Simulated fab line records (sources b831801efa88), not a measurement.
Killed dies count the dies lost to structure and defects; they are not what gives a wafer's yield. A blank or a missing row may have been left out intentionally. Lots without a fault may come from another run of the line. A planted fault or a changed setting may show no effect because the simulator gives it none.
The same fault as seen by 2 desks ; flow sfq line ; what lay behind the numbers comes last; until then each desk has only its own

== THE METROLOGY DESK ==
What the gauges read, lot by lot, whatever tool the lot ran on: means of the sampled wafers that have a number. Marked OUT: a lot whose mean sits more than 4 standard deviations from the usual mean, which makes it out of limits; the brackets give that distance.
Columns: A = I5_OVL at SFQ_I5_OVL_MEAS_936, usual 0 nm; B = C5_OVL at SFQ_C5_OVL_MEAS_937, usual -3 nm
lot;first seen here;A;B
L798;day 62 01:09;-7;-6
L800;day 71 14:46;3;-8
L801;day 71 23:10;1;-8
L804;day 72 23:13;1;-4
L809;day 75 04:09;7;-3
L811;day 75 17:21;2;-7
This desk's verdict: no lot among the 6 shows anything out of limits.

== DESK OF THE TOOL OWNER: litho track-01 ==
The tool's own readings at SFQ_TRILAYER_C5_LITHO_COAT_151 (resist thk 650 nm): means of the sampled wafers that have a number, for each lot that ran on this tool. Marked OUT: a lot whose mean sits more than 4 standard deviations from the usual mean, which makes it out of limits; the brackets give that distance.
Columns: A = chill plate temp C at SFQ_TRILAYER_C5_LITHO_COAT_151, usual 22.98 C; B = dispense pressure kPa at SFQ_TRILAYER_C5_LITHO_COAT_151, usual 47 kPa
lot;first seen here;A;B
L800;day 71 16:07;22.98;43
L804;day 73 01:07;22.99;43
L811;day 75 18:39;22.97;43
This desk's verdict: no lot among the 3 shows anything out of limits.

== ALL TOGETHER ==
Nothing out of limits was seen by the metrology desk.
The tool owner's desk saw nothing out of limits.

== WHAT THE SIMULATOR HAD INSERTED ==
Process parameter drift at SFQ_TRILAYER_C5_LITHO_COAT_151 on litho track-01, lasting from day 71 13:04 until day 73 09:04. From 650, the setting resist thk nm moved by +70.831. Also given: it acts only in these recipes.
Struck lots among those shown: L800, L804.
